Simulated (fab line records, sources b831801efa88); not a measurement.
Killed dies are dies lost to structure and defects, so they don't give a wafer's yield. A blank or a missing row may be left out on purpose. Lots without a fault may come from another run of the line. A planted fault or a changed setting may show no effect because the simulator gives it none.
One fault seen from 2 desks | flow sfq_line | each desk has only its own numbers; what lay behind them comes last

THE METROLOGY DESK
What the gauges read, lot by lot, whatever tool the lot ran on: means of the sampled wafers that have a number. A lot is out of limits, marked OUT, if its mean lies more than 4 standard deviations from the usual mean; the brackets give that distance.
Columns: A = M1_OVL at SFQ_M1_OVL_MEAS_911, usual 0 nm
lot  | first seen here | A
L695 | day 22 08:46    | 6
L696 | day 23 22:13    | -1
L697 | day 24 12:37    | 11
L698 | day 24 18:37    | 4
L699 | day 24 19:49    | -1
L700 | day 25 05:25    | 3
L701 | day 26 11:25    | 6
L704 | day 27 09:35    | 8
L705 | day 27 11:59    | 4
L706 | day 28 07:17    | -4
L713 | day 30 18:58    | -3
L715 | day 31 03:22    | -13
L717 | day 31 10:34    | -7
L718 | day 31 12:58    | -12
This desk's finding: nothing out of limits on any of the 14 lots.

THE TOOL OWNER'S DESK: furnace-02
The tool's own readings at SFQ_TRILAYER_INCOMING_OXIDATION_002 (target thk 500 nm, ox time 4939 s): means of the sampled wafers that have a number, for each lot that ran on this tool. A lot is out of limits, marked OUT, if its mean lies more than 4 standard deviations from the usual mean; the brackets give that distance.
Columns: A = ox_temp_c_max at SFQ_TRILAYER_INCOMING_OXIDATION_002, usual 1003.6
lot  | first seen here | A
L696 | day 1 15:07     | 1004.0
L698 | day 2 01:07     | 1003.6
L700 | day 2 11:13     | 1003.3
L704 | day 3 07:07     | 1004.9
L706 | day 3 17:07     | 1004.6
L718 | day 6 05:07     | 1003.8
This desk's finding: nothing out of limits on any of the 6 lots.

PUT TOGETHER
The metrology desk saw nothing out of limits.
The tool owner's desk saw nothing out of limits.

WHAT THE SIMULATOR HAD PUT IN
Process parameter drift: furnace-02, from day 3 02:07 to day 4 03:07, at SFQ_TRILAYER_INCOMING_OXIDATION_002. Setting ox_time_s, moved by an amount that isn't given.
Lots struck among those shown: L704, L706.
